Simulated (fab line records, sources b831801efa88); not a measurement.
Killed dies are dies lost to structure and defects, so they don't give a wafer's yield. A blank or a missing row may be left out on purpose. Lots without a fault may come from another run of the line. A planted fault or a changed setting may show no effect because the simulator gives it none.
A struck lot beside a sound one | flow sky130 | 43 steps out of a route of 708
Sound: wafers L952.3, L952.5, L952.6. Struck: wafers L957.4, L957.5, L957.6. The cause comes at the end.
At each step with rows: each side's tool, then ch and its chambers, then its first start. Under that, the readings that differ: sound wafers | struck wafers | difference of the means | sigmas: that difference in standard deviations of wafers without a fault.
alike: readings whose means differ by less than 2 such deviations, and words and numbers that are the same on both sides. not compared: withheld readings, readings that some wafer has no value for, bounds like >300 that may hide the same value, and numbers for which the record gives no deviation and whose values overlap.
The two part at a step that has a row with sigmas, a row that says differs or no value, or rows on one side only. Numbers that don't overlap but have no deviation are shown without sigmas and don't part them. A reading that every wafer of one side lacks parts them only if that side has two wafers or more.

first, 2 steps without rows for these wafers: SKY_CONTACT_PEB_12; SKY_CONTACT_DEVELOP_13 (develop time 60 s).
SKY_CONTACT_CD_MEAS_14: target cd 170 nm.
  sound on cd_sem-01, day 33 19:16; struck on cd_sem-01, day 35 11:25
  reading    | sound             | struck            | difference | sigmas
  cd_nm (nm) | 169.3 168.5 167.9 | 171.8 172.3 172.6 | +3.7       | +2
SKY_CONTACT_OVL_MEAS_15:
  sound on overlay-01, day 33 19:22; struck on overlay-02, day 35 11:30
  alike: CONTACT_OVL
then, 7 steps without rows for these wafers: SKY_CONTACT_ETCH_16 (etches BARC in N2/H2, stops on SiO2, time 45.9 s, target depth 60 nm); SKY_CONTACT_ETCH_17 (etches SiO2 in C4F8/O2/Ar, stops on Si3N4, target depth 340 nm); SKY_CONTACT_ETCH_18 (etches Si3N4 in CHF3/O2, stops on TiN, time 39 s, target depth 75 nm); SKY_CONTACT_STRIP_19 (strips in O2/N2); SKY_CONTACT_STRIP_20 (strips in post etch residue remover, time 1200 s); SKY_CONTACT_CLEAN_21 (cleans in IPA, time 180 s); SKY_CONTACT_CLEAN_22 (cleans in O3/DIW).
SKY_CONTACT_SPUTTER_23: material TiN, target thk 20 nm, time 80 s.
  sound on pvd_sputter-04, day 33 20:06; struck on pvd_sputter-02, day 35 12:40
  alike: throttle_valve_pct
SKY_CONTACT_CVD_24: deposits W, target thk 340 nm, time 102.12 s.
  sound on cvd_w-01 ch 0,1, day 33 20:12; struck on cvd_w-01 ch 0,1, day 35 12:46
  alike: heater_power_w
SKY_CONTACT_RS_MEAS_25: measures by four-point-probe.
  sound on film_metro-01, day 33 20:19; struck on film_metro-01, day 35 12:54
  alike: CONTACT_W_RS
SKY_CONTACT_THK_MEAS_26: measures by xrf.
  sound on film_metro-01, day 33 20:25; struck on film_metro-01, day 35 12:59
  alike: CONTACT_W_THK
then, 2 steps without rows for these wafers: SKY_CONTACT_CMP_27 (polishes, stops on SiO2, t overpolish 15 s, target thk 0 nm); SKY_METAL1_SPUTTER_00 (material Ti, target thk 15 nm, time 10 s).
SKY_METAL1_SPUTTER_01: material TiN, target thk 20 nm, time 16.7 s.
  sound on pvd_sputter-02, day 33 20:47; struck on pvd_sputter-03, day 35 13:20
  alike: throttle_valve_pct
then, 1 step without rows for these wafers: SKY_METAL1_SPUTTER_02 (material AlCu, target thk 250 nm, time 12.76 s).
SKY_METAL1_SPUTTER_03: material Ti, target thk 5 nm, time 3.3 s.
  sound on pvd_sputter-02, day 33 20:50; struck on pvd_sputter-03, day 35 13:23
  alike: throttle_valve_pct
SKY_METAL1_SPUTTER_04: material TiN, target thk 70 nm, time 58.3 s.
  sound on pvd_sputter-02, day 33 20:51; struck on pvd_sputter-03, day 35 13:25
  alike: throttle_valve_pct
SKY_METAL1_RS_MEAS_05: measures by four-point-probe.
  sound on film_metro-03, day 33 20:56; struck on film_metro-01, day 35 13:31
  alike: METAL1_ALCU_RS
SKY_METAL1_THK_MEAS_06: measures by xrf.
  sound on film_metro-03, day 33 21:02; struck on film_metro-01, day 35 13:37
  alike: METAL1_ALCU_THK
then, 8 steps without rows for these wafers: SKY_METAL1_DEHYDRATE_07 (time 60 s); SKY_METAL1_HMDS_08 (prime time 60 s); SKY_METAL1_COAT_09 (resist thk 60 nm); SKY_METAL1_COAT_10 (resist thk 450 nm); SKY_METAL1_SOFTBAKE_11 (time 90 s); SKY_METAL1_EXPOSE_12 (exposes mask MM1, target cd 140 nm); SKY_METAL1_PEB_13; SKY_METAL1_DEVELOP_14 (develop time 60 s).
SKY_METAL1_CD_MEAS_15: target cd 140 nm.
  sound on cd_sem-02, day 34 23:49; struck on cd_sem-02, day 36 16:29
  alike: cd_nm
SKY_METAL1_OVL_MEAS_16:
  sound on overlay-01, day 34 23:55; struck on overlay-02, day 36 16:34
  alike: METAL1_OVL
then, 2 steps without rows for these wafers: SKY_METAL1_DESCUM_17 (chemistry O2, time 8 s); SKY_METAL1_ETCH_18 (etches BARC in N2/H2, stops on SiO2, time 45.9 s, target depth 60 nm).
SKY_METAL1_METAL_ETCH_19: etches the open film in Cl2/BCl3, stops on SiO2, target depth 360 nm, time 78 s.
  sound on rie_metal-04 ch 0,1, day 35 00:04; struck on rie_metal-01 ch 0,1, day 36 16:43
  alike: bias_w, drypump_motor_current_A, mfc_cl2_sccm, oes_product_au, throttle_valve_pct
  not compared: rf_hours_counter_h
then, 5 steps without rows for these wafers: SKY_METAL1_STRIP_20 (strips in O2/N2); SKY_METAL1_STRIP_21 (strips in post etch residue remover, time 1200 s); SKY_METAL1_CLEAN_22 (cleans in IPA, time 180 s); SKY_METAL1_CLEAN_23 (cleans in O3/DIW); SKY_VIA1_HDPCVD_00 (deposits SiO2, target thk 1030 nm, time 171.7 s).
SKY_VIA1_THK_MEAS_01:
  sound on film_metro-04, day 35 00:53; struck on film_metro-03, day 36 17:33
  alike: VIA1_HDPCVD_THK
-- the record jumps here: 12 days lie between the struck wafers' starts before and after (it left off in module VIA1 and takes up again in module PAD_OPEN, whose first step shown is number 708 of the route) --
SKY_PAD_OPEN_PROBE_99:
  sound on prober-01, day 47 12:40; struck on prober-01, day 48 17:26
  reading            | sound     | struck      | difference | sigmas
  killed_at_contacts | 41 28 28  | 63 74 67    | +36        | +7
  killed_dies        | 98 100 84 | 122 137 125 | +34        | +4
  alike: killed_at_M0_to_M3, killed_at_M4_up, killed_at_front_end, killed_at_other, killed_on_rim, killed_open, killed_short

WHERE THEY PART
First at SKY_CONTACT_CD_MEAS_14; last, within this record, at SKY_PAD_OPEN_PROBE_99.

WHY: what the simulator had put in
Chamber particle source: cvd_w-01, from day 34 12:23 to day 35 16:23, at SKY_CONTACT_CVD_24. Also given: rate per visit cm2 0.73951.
